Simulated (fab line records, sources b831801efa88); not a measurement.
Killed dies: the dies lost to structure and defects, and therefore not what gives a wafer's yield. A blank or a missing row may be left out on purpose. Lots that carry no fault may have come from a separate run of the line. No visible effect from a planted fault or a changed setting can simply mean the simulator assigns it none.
A lot that was struck, set against a sound lot -- flow gf180mcu -- 14 out of 602 route steps
Sound: wafers L123.2, L123.3, L123.4. The struck wafers were L121.2, L121.3, L121.4. At the end, the cause is stated.
Order at every step that has rows: each side's tool, ch and its chambers, its first start. Under that, the readings that differ: sound wafers -- struck wafers -- difference of the means -- sigmas: that difference in standard deviations of wafers without a fault.
alike: readings with means less than 2 such deviations apart, plus words and numbers identical on both sides. not compared: withheld readings, readings lacking a value on some wafer, bounds such as >300 that could conceal the same value, and numbers that have no deviation in the record and whose values overlap.
Wherever a step has rows on one side only, a row that says differs or no value, or a row with sigmas, the two part there. Numbers that have no deviation but don't overlap get no sigmas and don't part them. A reading missing from all wafers of one side parts the sides only when that side holds two or more wafers.

first, 5 steps without rows for these wafers: GF_M5_COAT_02 (resist thk 1000 nm); GF_M5_SOFTBAKE_03 (time 60 s); GF_M5_EXPOSE_04 (exposes mask Metal5, target cd 280 nm); GF_M5_PEB_05 (peb time 90 s); GF_M5_DEVELOP_06 (develop time 60 s).
GF_M5_CD_MEAS_07 targets a cd of 280 nm.
  sound on cd-sem-02, day 30 21:32; struck on cd-sem-02, day 30 11:44
reading,sound,struck,difference,sigmas
cd-nm (nm),281.1 280.7 280.6,278.1 278.0 277.5,-2.9,-3
GF_M5_OVL_MEAS_08:
  sound on overlay-02, day 30 21:39; struck on overlay-02, day 30 11:50
  alike: M5_OVL
GF_M5_ETCH_09: etches Si3N4 in CF4/O2, target depth 52 nm, time 11.6 s.
  sound on rie-diel-02 ch 0,2,3, day 30 21:41; struck on rie-diel-01 ch 0,2,3, day 30 11:52
  alike: O2_flow_sccm, drypump-motor-current-A, oes-product-au, throttle-valve-pct
  not compared: rf-hours-counter-h
GF_M5_METAL_ETCH_10: etches the open film in Cl2/BCl3, stops on SiO2, target depth 627.5 nm, time 104.6 s.
  sound on rie-metal-01 ch 0,1, day 30 21:42; struck on rie-metal-02 ch 0,1, day 30 11:53
  alike: drypump-motor-current-A, oes-product-au, throttle-valve-pct
  not compared: rf-hours-counter-h
GF_M5_STRIP_11: strips in O2/N2.
  sound on plasma-asher-01 ch 0,1, day 30 21:49; struck on plasma-asher-01 ch 0,1, day 30 12:00
  alike: drypump-motor-current-A, heater-power-w, o2-flow-sccm, oes-product-au, strip-time-to-endpoint-s
  not compared: rf-hours-counter-h
then, 2 steps without rows for these wafers: GF_M5_STRIP_12 (strips in post etch residue remover, time 1200 s); GF_M5_CLEAN_13 (cleans in DIW).
GF_V5_CVD_00: deposits SiO2, target thk 300 nm, time 50 s.
  sound on hdpcvd-02 ch 0,1, day 30 22:21; struck on hdpcvd-02 ch 0,2, day 30 12:32
  no value came back on the struck wafers for pressure-mtorr (mTorr), run-length-s (s); on the sound wafers pressure-mtorr (mTorr) reads 5.986 5.998 6.005
GF_PASSIVATION_PROBE_99:
  the record holds rows for the sound wafers here (prober-02, day 33 05:55) but none for the struck ones

## WHERE THEY PART
At GF_M5_CD_MEAS_07 first; at GF_PASSIVATION_PROBE_99 last (within this record only).

WHY: what had been put in by the simulator
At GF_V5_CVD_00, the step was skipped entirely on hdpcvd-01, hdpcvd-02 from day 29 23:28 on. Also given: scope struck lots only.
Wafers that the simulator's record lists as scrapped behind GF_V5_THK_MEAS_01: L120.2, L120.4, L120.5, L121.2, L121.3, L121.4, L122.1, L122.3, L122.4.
